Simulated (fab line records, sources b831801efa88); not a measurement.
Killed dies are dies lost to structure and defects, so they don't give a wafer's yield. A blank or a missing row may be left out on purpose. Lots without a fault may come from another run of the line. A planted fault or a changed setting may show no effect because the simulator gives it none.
Tool commonality check | flow gf180mcu | 14 lots, 42 wafers sampled

WHY IT WAS OPENED
At GF_MVSD_OVL_MEAS_07 the reading MVSD_OVL is flagged on 3 of 14 lots. Wafers without a fault read -0.2 nm, standard deviation 1.4.
Rule: a lot is flagged when every wafer of it that has a number lies more than 4 standard deviations from that mean, or none has a number. The other lots count as sound.

lot  | measured    | on         | MVSD_OVL (nm), wafer by wafer | flag
L562 | day 4 08:09 | overlay-01 | -0.7 -2.3 -1.8                |
L563 | day 4 21:03 | overlay-02 | -0.3 -0.5 0.2                 |
L564 | day 5 05:26 | overlay-01 | -2.9 -0.6 -1.0                |
L567 | day 5 17:58 | overlay-02 | -0.8 -1.0 0.5                 |
L572 | day 6 22:40 | overlay-01 | -77.4 -78.8 -76.7             | FLAGGED
L573 | day 7 04:43 | overlay-01 | -80.3 -82.2 -78.9             | FLAGGED
L574 | day 7 10:16 | overlay-01 | -79.8 -81.2 -80.6             | FLAGGED
L575 | day 7 14:44 | overlay-02 | 2.3 0.7 0.0                   |
L577 | day 8 02:55 | overlay-02 | 0.9 0.0 -1.5                  |
L578 | day 8 07:23 | overlay-02 | 2.4 0.6 1.3                   |
L581 | day 9 02:19 | overlay-02 | -1.2 -0.3 -0.7                |
L582 | day 9 06:05 | overlay-02 | 0.3 -0.6 0.9                  |
L584 | day 9 15:55 | overlay-01 | 0.5 -0.4 1.2                  |
L585 | day 9 21:54 | overlay-02 | -0.4 -1.2 0.2                 |
The numbers of the flagged lots are -79.5 nm on average: -79.3 nm against the usual, or -57 standard deviations.

WHICH TOOL RAN EACH LOT
The record holds 1 process step before the reading, out of a route of 602 steps. In each cell: the tool, then ch and the chambers that the sampled wafers went through, then the start.
lot  | flag    | GF_MVSD_EXPOSE_04
L562 |         | iline_stepper-01 ch 0, day 4 01:52
L563 |         | iline_stepper-02 ch 0, day 4 14:13
L564 |         | iline_stepper-01 ch 0, day 4 22:10
L567 |         | iline_stepper-01 ch 0, day 5 10:23
L572 | FLAGGED | iline_stepper-01 ch 0, day 6 15:13
L573 | FLAGGED | iline_stepper-01 ch 0, day 6 20:31
L574 | FLAGGED | iline_stepper-01 ch 0, day 7 02:19
L575 |         | iline_stepper-02 ch 0, day 7 07:05
L577 |         | iline_stepper-02 ch 0, day 7 19:17
L578 |         | iline_stepper-02 ch 0, day 7 23:31
L581 |         | iline_stepper-02 ch 0, day 8 18:38
L582 |         | iline_stepper-02 ch 0, day 8 22:40
L584 |         | iline_stepper-02 ch 0, day 9 08:02
L585 |         | iline_stepper-02 ch 0, day 9 13:38
What these steps do:
- GF_MVSD_EXPOSE_04: exposes mask MVSD, target cd 1000 nm.
- GF_MVSD_OVL_MEAS_07

FLAGGED OVER TOTAL, TOOL BY TOOL (the gauges that took the reading come last)
step                | tool             | lots run | flagged | share of the flagged lots | sound lots run after its first flagged lot
GF_MVSD_EXPOSE_04   | iline_stepper-01 | 6        | 3       | all                       | 0
GF_MVSD_EXPOSE_04   | iline_stepper-02 | 8        | 0       | none                      | -
GF_MVSD_OVL_MEAS_07 | overlay-01       | 6        | 3       | all                       | 1 (L584)
GF_MVSD_OVL_MEAS_07 | overlay-02       | 8        | 0       | none                      | -

WHAT THE TABLE ALLOWS
2 rows of the table ran every flagged lot: iline_stepper-01 at GF_MVSD_EXPOSE_04, overlay-01 at GF_MVSD_OVL_MEAS_07.
- iline_stepper-01 at GF_MVSD_EXPOSE_04: 3 of its 6 lots flagged. Its last sound lot is L567 (day 5 10:23), its first flagged lot L572 (day 6 15:13): a fault that began between those two fits.
- overlay-01 at GF_MVSD_OVL_MEAS_07: 3 of its 6 lots flagged. Sound lots ran on it after the first flagged one (L584), which a lasting fault on the whole tool wouldn't allow.
One tool is left: iline_stepper-01 at GF_MVSD_EXPOSE_04.

WHAT THE SIMULATOR HAD PUT IN
Scanner matching overlay: iline_stepper-01, from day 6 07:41 on, at GF_MVSD_EXPOSE_04. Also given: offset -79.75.
Lots struck among those shown: L572, L573, L574. The rule above found the same.
